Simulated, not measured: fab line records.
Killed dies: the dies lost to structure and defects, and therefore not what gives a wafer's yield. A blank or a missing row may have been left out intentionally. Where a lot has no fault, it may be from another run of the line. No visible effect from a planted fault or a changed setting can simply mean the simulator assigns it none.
What tool caused it? | flow sky130 | Sampling: 10 lots, 30 wafers, 5 of 708 route steps

## WHAT THE GAUGES SHOWED, per wafer
SKY_GATE_OXIDE_OVL_MEAS_10.
lot  | measured     | on         | GATE_OXIDE_OVL (nm)
L108 | day 13 21:14 | overlay-01 | 1.2 1.3 -0.3
L110 | day 14 14:44 | overlay-01 | 1.4 -0.9 -0.3
L113 | day 15 17:11 | overlay-02 | -0.3 -1.2 -2.4
L114 | day 16 07:45 | overlay-01 | -2.2 -1.6 -2.8
L115 | day 16 13:47 | overlay-02 | -2.0 -1.4 -0.9
L116 | day 17 08:41 | overlay-02 | 1.0 0.8 2.0
L123 | day 20 03:38 | overlay-02 | 1.1 0.4 0.5
L124 | day 20 09:56 | overlay-02 | -2.1 -0.1 -1.1
L125 | day 20 12:11 | overlay-02 | -1.3 -2.8 -2.8
L126 | day 20 19:41 | overlay-01 | -3.7 -1.7 -2.1

SKY_LDD_P_TW_MEAS_11.
lot  | measured     | on            | LDD_P_TW
L108 | day 19 01:56 | film_metro-04 | 647 645 644
L110 | day 19 23:35 | film_metro-01 | 626 628 627
L113 | day 20 23:44 | film_metro-03 | 630 631 631
L114 | day 21 20:41 | film_metro-04 | 643 640 641
L115 | day 22 01:11 | film_metro-03 | 631 635 634
L116 | day 22 21:35 | film_metro-01 | 623 622 626
L123 | day 25 16:05 | film_metro-01 | 633 631 629
L124 | day 25 20:17 | film_metro-01 | 626 627 625
L125 | day 25 21:11 | film_metro-01 | 627 630 625
L126 | day 26 06:02 | film_metro-01 | 626 623 623

SKY_SPACER_THK_MEAS_01.
lot  | measured     | on            | SPACER_CVD_00_THK (nm)
L108 | day 23 03:41 | film_metro-04 | 43.2 43.5 43.1
L110 | day 23 21:46 | film_metro-03 | 42.5 42.6 42.9
L113 | day 24 22:39 | film_metro-01 | 43.1 42.9 43.1
L114 | day 25 17:49 | film_metro-04 | 42.8 43.1 43.0
L115 | day 25 21:25 | film_metro-04 | 43.0 42.6 42.4
L116 | day 26 17:14 | film_metro-03 | 43.0 42.8 42.6
L123 | day 29 08:29 | film_metro-03 | 43.7 44.0 43.9
L124 | day 29 12:29 | film_metro-04 | 47.3 46.9 47.1 47.2 47.0 47.2
L125 | day 29 13:59 | film_metro-03 | 47.6 48.3 47.7 47.7 48.3 47.7
L126 | day 29 22:38 | film_metro-04 | 47.3 47.2 47.4 47.3 47.1 47.5

## TOOL THAT RAN EACH LOT (tool first, then ch and the chambers of the sampled wafers, then the start)
lot  | SKY_GATE_OXIDE_STRIP_13              | SKY_SPACER_CVD_00
L108 | plasma_asher-04 ch 0,1, day 13 21:31 | lpcvd-02 ch 1, day 23 01:52
L110 | plasma_asher-02 ch 0,1, day 14 15:02 | lpcvd-02 ch 1, day 23 20:33
L113 | plasma_asher-01 ch 0,1, day 15 17:29 | lpcvd-02 ch 1, day 24 21:26
L114 | plasma_asher-01 ch 0,1, day 16 08:02 | lpcvd-02 ch 1, day 25 16:35
L115 | plasma_asher-02 ch 0,1, day 16 14:11 | lpcvd-02 ch 1, day 25 20:13
L116 | plasma_asher-02 ch 0,1, day 17 08:59 | lpcvd-02 ch 0, day 26 15:26
L123 | plasma_asher-04 ch 0,1, day 20 03:56 | lpcvd-02 ch 0, day 29 07:17
L124 | plasma_asher-01 ch 0,1, day 20 10:14 | lpcvd-02 ch 0, day 29 11:17
L125 | plasma_asher-01 ch 0,1, day 20 12:29 | lpcvd-02 ch 1, day 29 12:47
L126 | plasma_asher-01 ch 0,1, day 20 19:59 | lpcvd-02 ch 0, day 29 21:26
- SKY_GATE_OXIDE_STRIP_13: strips in O2/N2.
- SKY_SPACER_CVD_00: deposits Si3N4 from DCS/NH3, target thk 43.1 nm, time 740 s.

## AS READ BY THE TOOLS THEMSELVES (means over the sampled wafers that have a number; for cases with no such wafer, the mark the record gives instead)
SKY_GATE_OXIDE_STRIP_13.
lot  | tool            | drypump_motor_current_A (A) | oes_product_au (a.u.) | strip_time_to_endpoint_s (s)
L108 | plasma_asher-04 | 5.26                        | 0.713                 | 14.21
L110 | plasma_asher-02 | 5.57                        | 0.714                 | 14.17
L113 | plasma_asher-01 | 5.44                        | 0.714                 | 14.19
L114 | plasma_asher-01 | 5.45                        | 0.711                 | 14.12
L115 | plasma_asher-02 | 5.58                        | 0.711                 | 14.16
L116 | plasma_asher-02 | 5.52                        | 0.716                 | 14.14
L123 | plasma_asher-04 | 5.23                        | 0.715                 | 14.16
L124 | plasma_asher-01 | 5.45                        | 0.713                 | 14.21
L125 | plasma_asher-01 | 5.45                        | 0.711                 | 14.20
L126 | plasma_asher-01 | 5.45                        | 0.714                 | 14.24

SKY_SPACER_CVD_00.
lot  | tool     | pressure_mtorr (mTorr) | spike_tc_bottom_C (C) | spike_tc_centre_C (C) | spike_tc_lower_C (C) | spike_tc_top_C (C) | spike_tc_upper_C (C) | susceptor_temp_C (C) | zone_power_top_pct (%)
L108 | lpcvd-02 | 249.6                  | 792.5                 | 772.3                 | 771.3                | 783.3              | 770.6                | 769.98               | 26.4
L110 | lpcvd-02 | 249.9                  | 791.9                 | 771.5                 | 771.4                | 785.5              | 770.5                | 769.98               | 26.6
L113 | lpcvd-02 | 250.0                  | 792.4                 | 771.8                 | 771.3                | 785.6              | 770.4                | 769.96               | 26.5
L114 | lpcvd-02 | 249.9                  | 793.1                 | 772.5                 | 770.3                | 784.4              | 769.3                | 769.87               | 26.6
L115 | lpcvd-02 | 250.1                  | 792.9                 | 771.6                 | 770.5                | 782.7              | 770.6                | 770.02               | 26.3
L116 | lpcvd-02 | 249.7                  | 790.5                 | 770.3                 | 768.0                | 786.2              | 769.3                | 770.44               | 29.0
L123 | lpcvd-02 | 250.2                  | 789.9                 | 769.5                 | 768.7                | 786.4              | 768.8                | 769.80               | 28.8
L124 | lpcvd-02 | 250.3                  | 795.5                 | 775.1                 | 773.5                | 790.0              | 773.7                | 775.17               | 29.4
L125 | lpcvd-02 | 250.2                  | 797.1                 | 777.9                 | 775.7                | 789.0              | 775.3                | 775.08               | 26.6
L126 | lpcvd-02 | 249.5                  | 794.7                 | 774.3                 | 773.6                | 791.4              | 773.8                | 775.00               | 29.1

## THE ANSWER, worked out from the rows above alone
Rule: what is usual is taken from the lots themselves. The widest of any qualifying gaps counts: lots, ordered by their means at a reading, are off when they make up no more than a third of the lots, leave a main group of 4 or more, and stand apart from it by 3 or more times the standard deviation of that group's means. A main group is skipped when, at the precision printed for the reading in the tables above, its means are all equal. A lot without any number at a reading at which 4 lots or more have one is off too. Where the step has rows for the other lots, those lots are counted as sound. Order of review: gauges by route order, followed by the tools' own readings, for which a lot's mean as printed above is used. The first step at which some lot is off is used, and at that step the reading that is off furthest; a lot without a number counts as furthest.
Off: at SKY_SPACER_THK_MEAS_01 (SPACER_CVD_00_THK), L124, L125, L126. The main group has a mean of 43.0 nm with a standard deviation of 0.39.
A tool fits if, at a process step before that reading, it ran every lot that is off, and no sound lot after the first of them. The gauges at SKY_SPACER_THK_MEAS_01 aren't tried: what is off there is off at SKY_SPACER_CVD_00 too, on other tools, and a gauge's error can't cause that. 2 tools fit, plasma_asher-01 at SKY_GATE_OXIDE_STRIP_13 and lpcvd-02 at SKY_SPACER_CVD_00, so this cannot tell which one it is.

## WHAT THE SIMULATOR HAD PUT IN
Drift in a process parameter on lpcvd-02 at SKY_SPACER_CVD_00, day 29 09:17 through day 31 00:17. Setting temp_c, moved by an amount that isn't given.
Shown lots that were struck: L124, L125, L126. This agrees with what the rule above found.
